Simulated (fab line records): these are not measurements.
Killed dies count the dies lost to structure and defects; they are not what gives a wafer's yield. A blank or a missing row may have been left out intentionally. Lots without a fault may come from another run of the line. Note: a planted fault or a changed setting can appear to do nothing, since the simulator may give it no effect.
fab line records	flow sky130
[record] lots = 10	wafers = 30	lastDay = 50
route steps=708 shown NWELL@68 POLY_GATE@204 CONTACT@422 METAL1@454
lots that met no fault: from a run of the same line without faults
startH: hours from the record's opening day to when the first of the lot's shown wafers began	waitH: time in hours since the lot's previous step	" unchanged from the row above	L1.1+2: a row that stands for several wafers	- either no value or no given start	* or withheld: withheld	< > ~ a bound
route shown NAME@n: NAME is a module with steps in the file, n the number in the route of the first one	usual: mean and standard deviation over wafers with no fault	same: alike in all rows	chamber/n: place in a boat	sites: per-site readings	_std_site: standard deviation across them	_edge_site: mean of outer sites minus mean of inner sites	radiusMm: how far each site lies from the wafer's centre	mask NAME#n: copy n	behind: tool/chamber where the wafer was last shaped	hold: why the lot went on hold/how many hours it stayed there/how the hold came to an end	device: which transistor (n, p or np) failed to switch	end of line: the tests these same wafers got at the end of their route	step lacking rows: just its recipe	killed: dies that structure and defects cost at the first sort, which is not the same as the wafer's yield	map: a wafer's dies, x killed, . not, _ none there
set.NAME: setting as actually run; set.NAME@STEP: the setting as run at that earlier step	model.NAME: the simulator's own value behind a step, which no gauge read
the route's steps for a sample of lots (tables are steps, rows are wafers)
services: a tool's chamber out of use, with start hour (startH, from the record's first day; less than 0 if before it), hours out, and reason
[[steps]]
[step SKY_NWELL_TW_MEAS_15]
[usual] NWELL_TW = 1816/17
lot.wafer	tool	chamber	startH	waitH	NWELL_TW
L471.1	filmMetro-03	-	86.83	0.1	1821
L471.2	"	-	"	"	1823
L471.5	"	-	"	"	1832
L475.3	filmMetro-02	-	110.64	0.1	1822
L475.4	"	-	"	"	1827
L475.6	"	-	"	"	1841
L477.1	filmMetro-03	-	121.87	0.1	1823
L477.4	"	-	"	"	1835
L477.5	"	-	"	"	1831
L486.3	filmMetro-03	-	173.94	0.1	1824
L486.4	"	-	"	"	1830
L486.5	"	-	"	"	1825
L487.2	filmMetro-02	-	179.78	0.1	1818
L487.3	"	-	"	"	1826
L487.4	"	-	"	"	1813
L488.2	filmMetro-04	-	198.83	0.1	1786
L488.4	"	-	"	"	1791
L488.5	"	-	"	"	1785
L490.2	filmMetro-02	-	200.43	0.1	1809
L490.3	"	-	"	"	1818
L490.5	"	-	"	"	1817
L491.2	filmMetro-02	-	204.78	0.1	1807
L491.3	"	-	"	"	1822
L491.5	"	-	"	"	1812
L492.1	filmMetro-04	-	212.17	0.1	1781
L492.2	"	-	"	"	1781
L492.3	"	-	"	"	1785
L494.1	filmMetro-02	-	222.67	0.1	1815
L494.2	"	-	"	"	1811
L494.4	"	-	"	"	1813
[step SKY_POLY_GATE_CVD_00]
[recipe] material = poly-Si	targetThkNm = 180	tempC = 620	timeS = 720	pressureMtorr = 200
[usual] pressureMtorr = 200.0/0.38	zonePowerBottomPct = 13.11/0.13
lot.wafer	tool	chamber	startH	waitH	pressureMtorr	zonePowerBottomPct
L471.1	lpcvd-01	0	311.94	0.0	200.1	13.05
L471.2	"	0	"	"	200.0	13.06
L471.5	"	0	"	"	200.1	13.11
L475.3	lpcvd-01	1	350.20	0.0	199.5	13.33
L475.4	"	1	"	"	199.7	13.22
L475.6	"	1	"	"	200.3	12.97
L477.1	lpcvd-01	1	364.71	0.0	100.5	13.05
L477.4	"	1	"	"	100.3	13.18
L477.5	"	1	"	"	99.7	13.16
L486.3	lpcvd-01	0	440.89	0.0	200.1	13.04
L486.4	"	0	"	"	199.9	13.09
L486.5	"	0	"	"	200.7	12.98
L487.2	lpcvd-01	0	452.42	0.0	200.0	12.93
L487.3	"	0	"	"	200.0	12.75
L487.4	"	0	"	"	200.1	13.01
L488.2	lpcvd-01	0	477.18	0.7	199.9	13.14
L488.4	"	0	"	"	199.9	13.15
L488.5	"	0	"	"	200.4	13.10
L490.2	lpcvd-01	1	478.38	0.9	199.7	13.07
L490.3	"	1	"	"	199.8	13.08
L490.5	"	1	"	"	199.2	13.11
L491.2	lpcvd-01	1	486.12	0.0	200.0	13.10
L491.3	"	1	"	"	199.8	13.34
L491.5	"	1	"	"	199.7	13.05
L492.1	lpcvd-01	0	493.77	0.0	200.3	13.09
L492.2	"	0	"	"	199.8	13.03
L492.3	"	0	"	"	200.4	13.23
L494.1	lpcvd-01	1	502.58	0.0	199.5	13.15
L494.2	"	1	"	"	199.7	13.01
L494.4	"	1	"	"	199.7	13.21
[step SKY_POLY_GATE_THK_MEAS_01]
[recipe] reads = poly-Si_of_POLY_GATE_CVD_00
[usual] POLY_GATE_CVD_00_THK = 179.5/1.3
lot.wafer	tool	chamber	startH	waitH	POLY_GATE_CVD_00_THK[nm]
L471.1	filmMetro-02	-	313.14	0.0	180.7
L471.2	"	-	"	"	178.9
L471.5	"	-	"	"	178.8
L475.3	filmMetro-04	-	351.42	0.0	177.0
L475.4	"	-	"	"	178.0
L475.6	"	-	"	"	178.0
L477.1	filmMetro-04	-	365.91	0.0	126.6
L477.4	"	-	"	"	125.5
L477.5	"	-	"	"	127.1
L486.3	filmMetro-04	-	442.11	0.0	178.4
L486.4	"	-	"	"	178.6
L486.5	"	-	"	"	180.0
L487.2	filmMetro-01	-	453.63	0.0	180.3
L487.3	"	-	"	"	179.3
L487.4	"	-	"	"	177.8
L488.2	filmMetro-04	-	478.39	0.0	178.8
L488.4	"	-	"	"	178.1
L488.5	"	-	"	"	178.7
L490.2	filmMetro-02	-	479.59	0.0	178.1
L490.3	"	-	"	"	178.4
L490.5	"	-	"	"	179.2
L491.2	filmMetro-04	-	487.33	0.0	178.9
L491.3	"	-	"	"	179.4
L491.5	"	-	"	"	178.8
L492.1	filmMetro-01	-	494.97	0.0	180.4
L492.2	"	-	"	"	179.1
L492.3	"	-	"	"	178.9
L494.1	filmMetro-04	-	503.78	0.0	177.5
L494.2	"	-	"	"	178.7
L494.4	"	-	"	"	178.4
[step SKY_POLY_GATE_ETCH_17]
[recipe] targetDepthNm = 180	stopOn = SiO2	overEtchFrac = 0.56667	chemistry = HBr/Cl2	target = poly-Si	icpW = 400	biasW = 100	pressureMtorr = 10	HBr_flow_sccm = 150	Cl2_flow_sccm = 50	timeS = 70.5
[usual] drypumpMotorCurrentA = 5.5/0.44	oesProductAu = 0.984/0.0063	throttleValvePct = 33.683/0.0087
lot.wafer	tool	chamber	startH	waitH	drypumpMotorCurrentA	oesProductAu	rfHoursCounterH	throttleValvePct
L471.1	rieSi-02	2	369.35	0.0	5.3	0.985	76	33.686
L471.2	"	0	"	"	5.5	0.981	0	33.689
L471.5	"	1	"	"	6.2	0.981	-	33.668
L475.3	rieSi-01	1	414.02	0.0	5.1	0.979	49	33.681
L475.4	"	2	"	"	5.8	0.973	2	33.689
L475.6	"	0	"	"	4.7	0.981	-	33.681
L477.1	rieSi-02	1	430.57	0.0	6.1	0.776	2	33.678
L477.4	"	0	"	"	5.5	0.779	1	33.688
L477.5	"	2	"	"	5.3	0.782	-	33.671
L486.3	rieSi-01	0	505.53	0.0	4.7	0.978	2	33.696
L486.4	"	1	"	"	5.1	0.980	50	33.672
L486.5	"	2	"	"	5.8	0.993	-	33.697
L487.2	rieSi-02	1	516.48	0.0	6.2	0.991	3	33.686
L487.3	"	3	"	"	5.8	0.983	7	33.677
L487.4	"	0	"	"	5.4	0.984	1	33.695
L488.2	rieSi-02	1	541.52	0.0	6.2	0.983	3	33.697
L488.4	"	3	"	"	5.9	0.992	7	33.689
L488.5	"	2	"	"	5.3	0.966	-	33.678
L490.2	rieSi-01	0	542.20	0.0	4.7	0.977	2	33.697
L490.3	"	3	"	"	5.5	0.985	6	33.699
L490.5	"	2	"	"	5.8	0.992	-	33.686
L491.2	rieSi-02	0	549.35	0.0	5.4	0.980	2	33.689
L491.3	"	1	"	"	6.2	0.985	3	33.683
L491.5	"	3	"	"	5.9	0.981	-	33.674
L492.1	rieSi-01	2	558.03	0.0	5.8	0.983	3	33.689
L492.2	"	0	"	"	4.7	0.973	2	33.691
L492.3	"	3	"	"	5.5	0.978	6	33.662
L494.1	rieSi-01	1	565.04	0.0	5.1	0.986	0	33.665
L494.2	"	2	"	"	5.8	0.977	3	33.698
L494.4	"	3	"	"	5.5	0.979	6	33.703
[step SKY_CONTACT_ETCH_16]
[recipe] chemistry = N2/H2	target = BARC	ionEnergyEv = 200	sourceW = 500	biasW = 100	pressureMtorr = 30	n2FlowSccm = 100	h2FlowSccm = 200	stopOn = SiO2	timeS = 45.9	targetDepthA = 600
[usual] drypumpMotorCurrentA = 5.81/0.27	h2FlowSccm = 199.9/0.62	oesProductAu = 0.855/0.0046	throttleValvePct = 13.224/0.0094
lot.wafer	tool	chamber	startH	waitH	drypumpMotorCurrentA	h2FlowSccm	oesProductAu	rfHoursCounterH	throttleValvePct
L471.1	rieDiel-02	3	731.00	0.0	6.04	199.8	0.852	18	13.229
L471.2	"	1	"	"	5.73	199.2	0.857	10	13.228
L471.5	"	0	"	"	5.47	199.6	0.858	-	13.205
L475.3	rieDiel-03	1	782.75	0.0	5.58	199.7	0.858	6	13.220
L475.4	"	2	"	"	5.34	200.4	0.851	20	13.209
L475.6	"	2	"	"	5.35	200.3	0.849	-	13.252
L477.1	rieDiel-02	3	791.92	0.0	6.00	200.5	0.861	20	13.234
L477.4	"	2	"	"	6.15	199.0	0.853	-	13.215
L477.5	"	0	"	"	5.45	199.4	0.857	-	13.242
L486.3	rieDiel-03	2	853.52	0.0	5.32	200.2	0.855	23	13.244
L486.4	"	1	"	"	5.56	200.1	0.861	9	13.227
L486.5	"	1	"	"	5.54	200.5	0.860	-	13.238
L487.2	rieDiel-02	3	863.22	0.0	6.04	199.8	0.857	22	13.224
L487.3	"	1	"	"	5.71	199.5	0.849	14	13.232
L487.4	"	0	"	"	5.46	200.9	0.852	9	13.222
L488.2	rieDiel-02	0	886.45	0.0	5.46	198.9	0.853	10	13.232
L488.4	"	1	"	"	5.71	199.7	0.849	15	13.238
L488.5	"	3	"	"	6.04	200.4	0.859	-	13.223
L490.2	rieDiel-01	0	886.80	0.0	5.62	199.3	0.853	12	13.207
L490.3	"	3	"	"	5.96	200.2	0.845	19	13.217
L490.5	"	3	"	"	6.03	199.2	0.855	-	13.223
L491.2	rieDiel-02	1	888.62	0.0	5.71	200.2	0.850	15	13.221
L491.3	"	2	"	"	6.16	199.4	0.852	16	13.221
L491.5	"	2	"	"	6.14	200.7	0.859	-	13.229
L492.1	rieDiel-03	2	897.81	0.0	5.35	198.9	0.855	24	13.218
L492.2	"	0	"	"	5.99	200.6	0.848	14	13.228
L492.3	"	3	"	"	5.78	200.3	0.852	10	13.213
L494.1	rieDiel-01	0	906.66	0.0	5.59	200.6	0.852	13	13.216
L494.2	"	2	"	"	5.94	199.9	0.848	9	13.229
L494.4	"	3	"	"	5.99	200.3	0.848	20	13.230
[step SKY_METAL1_STRIP_20]
[recipe] chemistry = O2/N2	powerW = 1400	pressureMtorr = 1500	platenTempC = withheld	o2FlowSccm = 3000	n2FlowSccm = 300	overashFraction = 0.5
[usual] drypumpMotorCurrentA = 5.6/0.39	oesProductAu = 0.344/0.0048	stripTimeToEndpointS = 2.72/0.037
[same] overashFraction = 0.5
lot.wafer	tool	chamber	startH	waitH	drypumpMotorCurrentA	oesProductAu	rfHoursCounterH	stripTimeToEndpointS
L471.1	plasmaAsher-01	1	760.33	0.1	5.5	0.336	63	2.71
L471.2	"	0	"	"	5.8	0.351	63	2.73
L471.5	"	1	"	"	5.5	0.346	-	2.71
L475.3	plasmaAsher-01	1	811.12	0.1	5.5	0.344	-	2.72
L475.4	"	0	"	"	5.8	0.351	-	2.73
L475.6	"	0	"	"	5.8	0.348	-	2.75
L477.1	plasmaAsher-01	1	821.19	0.1	5.5	0.340	69	2.74
L477.4	"	0	"	"	5.8	0.344	-	2.75
L477.5	"	0	"	"	5.8	0.344	-	2.75
L486.3	plasmaAsher-04	0	881.12	0.1	5.1	0.349	-	2.73
L486.4	"	1	"	"	5.7	0.344	-	2.75
L486.5	"	0	"	"	5.1	0.352	-	2.75
L487.2	plasmaAsher-01	0	890.89	0.1	5.8	0.343	77	2.68
L487.3	"	1	"	"	5.5	0.350	-	2.72
L487.4	"	0	"	"	5.8	0.337	-	2.67
L488.2	plasmaAsher-01	0	914.37	0.1	5.8	0.352	79	2.69
L488.4	"	1	"	"	5.5	0.339	-	2.69
L488.5	"	0	"	"	5.8	0.341	-	2.73
L490.2	plasmaAsher-04	0	914.54	0.1	5.1	0.349	17	2.67
L490.3	"	0	"	"	5.1	0.333	-	2.66
L490.5	"	1	"	"	5.7	0.342	-	2.65
L491.2	plasmaAsher-01	0	915.79	0.1	5.8	0.344	79	2.77
L491.3	"	1	"	"	5.5	0.352	-	2.79
L491.5	"	1	"	"	5.5	0.345	-	2.81
L492.1	plasmaAsher-03	1	925.89	0.1	5.0	0.340	50	2.70
L492.2	"	0	"	"	6.5	0.346	50	2.71
L492.3	"	1	"	"	5.0	0.339	-	2.72
L494.1	plasmaAsher-04	1	934.05	0.1	5.7	0.342	19	2.71
L494.2	"	0	"	"	5.1	0.341	19	2.67
L494.4	"	0	"	"	5.1	0.335	-	2.73
[[services]]
tool	chamber	startH	hours	kind
rieSi-02	2	348.14	6.3	repair
rieDiel-02	1	361.86	5.8	repair
plasmaAsher-01	-	363.88	1.3	repair
lpcvd-01	-	373.49	0.8	repair
rieSi-02	3	382.03	5.5	repair
rieSi-01	-	425.16	14.6	pm
rieDiel-02	-	435.57	0.2	repair
rieDiel-02	0	491.56	4.9	repair
rieDiel-02	3	540.97	85.0	repair
rieSi-02	-	545.74	0.9	repair
rieSi-02	3	573.99	2.0	repair
rieDiel-02	-	575.27	14.6	pm
rieSi-02	0	586.51	2.8	repair
rieDiel-02	1	611.98	6.3	repair
plasmaAsher-01	-	614.40	28.1	pm
rieDiel-02	3	637.25	7.1	repair
lpcvd-01	-	640.08	2.8	pm
rieDiel-02	1	646.52	9.0	repair
rieDiel-02	0	656.18	6.8	repair
plasmaAsher-01	-	671.51	0.3	repair
rieDiel-02	0	676.72	12.1	repair
rieSi-02	1	758.34	8.6	repair
lpcvd-01	-	895.56	1.5	repair
plasmaAsher-01	-	926.37	9.3	repair
[[key]]
[firstSign] step = SKY_POLY_GATE_CVD_00	reading = pressureMtorr	direction = down	sigmas = 99+	usual = 200.0	struck = 100.1
[effect] step = SKY_POLY_GATE_THK_MEAS_01	reading = POLY_GATE_CVD_00_THK	direction = down	sigmas = 42	usual = 179.5	struck = 126.4
[effect] step = SKY_POLY_GATE_ETCH_17	reading = oesProductAu	direction = down	sigmas = 33	usual = 0.984	struck = 0.779
metAt SKY_POLY_GATE_CVD_00
struckLots L477
struckWafers L477.1,L477.4,L477.5
testerLeftOut L477
notActingAt SKY_NWELL_TW_MEAS_15,SKY_CONTACT_ETCH_16,SKY_METAL1_STRIP_20
onsetBetween 350.20 364.71
[fault] kind = processParameterDrift	tool = lpcvd-01	chamber = 1	onsetH = 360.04	steps = SKY_POLY_GATE_CVD_00	channel = pressureMtorr	offset = -100	shape = step	endH = 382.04	stated = 200
// testerLeftOut: of these lots the tester's yield and bins aren't shown, on N5 and GAA mostly nor the transistor test; their killed dies are dies lost to structure and defects alone, not to doping, threshold or leakage, so they don't give the yield
